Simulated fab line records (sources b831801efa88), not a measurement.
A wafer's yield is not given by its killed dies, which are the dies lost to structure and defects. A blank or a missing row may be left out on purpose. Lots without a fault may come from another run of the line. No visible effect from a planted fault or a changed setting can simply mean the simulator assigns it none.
Comparing a struck lot with a sound one | flow gf180mcu | 18 out of 602 route steps
Sound: the wafers L301.1, L301.2, L301.4. Struck: wafers L294.1, L294.4 (left out: L294.6, a lot-mate that was not struck); the cause follows at the end.
Per side, at each step with rows, come the tool, then ch with its chambers, and then its first start. Under that, the readings that differ: sound wafers | struck wafers | difference of the means | sigmas: that difference in standard deviations of wafers without a fault.
alike: same words and numbers on both sides, and readings whose means sit less than 2 such deviations apart. not compared: any withheld reading, any reading some wafer has no value for, any bound like >300 that may hide the same value, and any number with overlapping values for which the record gives no deviation.
The two part at a step that has a row with sigmas, a row that says differs or no value, or rows on one side only. Non-overlapping numbers with no deviation appear without sigmas and do not part them. Lack of a reading on every wafer of one side parts them only where that side has two or more wafers.

first, 3 steps without rows for these wafers: GF_V2_EXPOSE_11 (exposes mask Via2, target cd 260 nm); GF_V2_PEB_12 (peb time 90 s); GF_V2_DEVELOP_13 (develop time 60 s).
GF_V2_CD_MEAS_14: target cd 260 nm.
  sound on cdSem-01, day 26 20:27; struck on cdSem-02, day 23 17:54
  alike: cdNm
GF_V2_OVL_MEAS_15:
  sound on overlay-01, day 26 20:34; struck on overlay-02, day 23 18:01
  alike: V2_OVL
GF_V2_ETCH_16: etches BARC in N2/H2.
  sound on rieDiel-01 ch 0,1,2, day 26 20:37; struck on rieDiel-04 ch 0,3, day 23 18:03
  alike: biasW, drypumpMotorCurrentA, oesProductAu, throttleValvePct
GF_V2_ETCH_17: etches SiO2 in C4F8/O2/Ar, stops on TiN, target depth 630 nm.
  sound: rieDiel-01 ch 0,1,2; struck: rieDiel-04 ch 0,3
  alike: biasW, oesProductAu
GF_V2_STRIP_18: strips in O2/N2.
  sound on plasmaAsher-02 ch 0,1, day 26 20:44; struck on plasmaAsher-03 ch 1, day 23 18:11
reading                  | sound       | struck  | difference | sigmas
drypumpMotorCurrentA (A) | 5.8 5.2 5.8 | 6.5 6.6 | +1.0       | +2
  alike: heaterPowerW, oesProductAu
  not compared: rfHoursCounterH
then, 2 steps without rows for these wafers: GF_V2_STRIP_19 (strips in post etch residue remover, time 1200 s); GF_V2_CLEAN_20 (cleans in DIW).
GF_V2_SPUTTER_21: material Ti, target thk 15 nm, time 80.02 s.
  sound on pvdSputter-02, day 26 21:16; struck on pvdSputter-02, day 23 18:44
  alike: throttleValvePct
GF_V2_SPUTTER_22: material TiN, target thk 10 nm, time 40 s.
  sound on pvdSputter-02, day 26 21:20; struck on pvdSputter-02, day 23 18:49
  alike: throttleValvePct
GF_V2_CVD_23: deposits W, target thk 350 nm, time 104.94 s.
  sound on cvdW-01 ch 0,1, day 26 21:22; struck on cvdW-01 ch 1, day 23 18:50
reading                         | sound             | struck      | difference | sigmas
model.W_of_V2_CVD_23.thkNm (nm) | 350.2 359.7 352.4 | 256.6 257.9 | -96.8      | 
  alike: heaterPowerW
GF_V2_RS_MEAS_24: measurement is done with a four-point probe.
  sound on filmMetro-03, day 26 21:29; struck on filmMetro-03, day 23 18:58
reading          | sound             | struck      | difference | sigmas
V2_W_RS (ohm/sq) | 0.327 0.319 0.325 | 0.447 0.446 | +0.123     | +27
GF_V2_THK_MEAS_25: measures by xrf.
  sound on filmMetro-03, day 26 21:36; struck on filmMetro-03, day 23 19:05
reading       | sound       | struck  | difference | sigmas
V2_W_THK (nm) | 345 352 346 | 254 255 | -93        | -18
GF_V2_CMP_26: polishes, stops on SiO2, t overpolish 15 s, target thk 0 nm.
  sound on cmp-01 ch 0,1,3, day 26 21:40; struck on cmp-01 ch 0,1, day 23 19:08
reading             | sound    | struck | difference | sigmas
timeToEndpointS (s) | 76 87 82 | 58 55  | -25        | -6
  alike: motorCurrentA
then, 1 step without rows for these wafers: GF_M3_SPUTTER_00 (material Ti, target thk 37.5 nm, time 150 s).
GF_PASSIVATION_PROBE_99:
  the record holds rows for the sound wafers here (prober-02, day 34 03:05) but none for the struck ones

WHERE THEY PART
Last at GF_PASSIVATION_PROBE_99 as far as this record goes, first at GF_V2_STRIP_18.

WHY: the cause the simulator had injected
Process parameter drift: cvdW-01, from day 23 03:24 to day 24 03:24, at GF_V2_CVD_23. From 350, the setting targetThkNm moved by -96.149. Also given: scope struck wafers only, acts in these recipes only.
